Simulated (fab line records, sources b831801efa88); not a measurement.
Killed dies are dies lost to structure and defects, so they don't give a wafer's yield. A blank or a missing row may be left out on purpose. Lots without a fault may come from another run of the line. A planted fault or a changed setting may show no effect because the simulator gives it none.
Chamber matching | flow gf180mcu | GF_CONTACT_CMP_04 on cmp-02: 4 sister chambers
The step polishes SiO2. 8 wafers are shown with their chamber, then 9 later ones without.

WAFERS WITH THEIR CHAMBER
wafer  | chamber | motor_current_A (A) | head_pressure_psi (psi)
L957.6 | 2       | 10.0                | 3.989
L961.2 | 2       | 9.9                 | 3.995
L962.2 | 1       | 12.6                | 4.007
L962.4 | 0       | 11.7                | 4.020
L962.6 | 3       | 11.5                | 4.000
L963.4 | 1       | 12.4                | 4.004
L963.5 | 3       | 11.9                | 4.007
L963.6 | 0       | 12.6                | 4.002

WAFERS WITHOUT THEIR CHAMBER
wafer  | motor_current_A (A) | head_pressure_psi (psi)
L968.1 | 12.9                | 4.004
L968.3 | 11.9                | 3.998
L968.6 | 10.0                | 3.992
L969.1 | 13.1                | 3.993
L969.2 | 12.2                | 3.992
L969.3 | 10.4                | 4.001
L975.2 | 12.1                | 3.999
L975.3 | 12.7                | 4.006
L975.6 | 12.0                | 3.980

WHICH CHAMBER EACH WENT THROUGH
wafer  | from the rows above          | in truth
L968.1 | can't be placed: 1 or 0      | 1
L968.3 | can't be placed: 3 or 0 or 1 | 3
L968.6 | 2                            | 2
L969.1 | can't be placed: 1 or 0 or 3 | 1
L969.2 | can't be placed: 1 or 3 or 0 | 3
L969.3 | can't be placed: 2 or 3      | 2
L975.2 | can't be placed: 3 or 1 or 0 | 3
L975.3 | can't be placed: 1 or 0      | 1
L975.6 | can't be placed: 3 or 1 or 0 | 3
Placed correctly: 1 of 9. Can't be placed from these rows: 8 (the true chamber is among the candidates in 8). Placed wrongly: 0.
How it was worked out, from the rows above alone: a wafer's distance from a chamber is the root of the sum, over the readings, of the square of ((its reading less the chamber's mean) divided by the reading's scatter). The wafer belongs to the nearest chamber; if the next one is less than 2 further off, it can't be placed. A chamber's mean is the mean of its shown wafers. The scatter: the root of (the sum of the squares of (reading less its chamber's mean) over the shown wafers, divided by (wafers less chambers)).
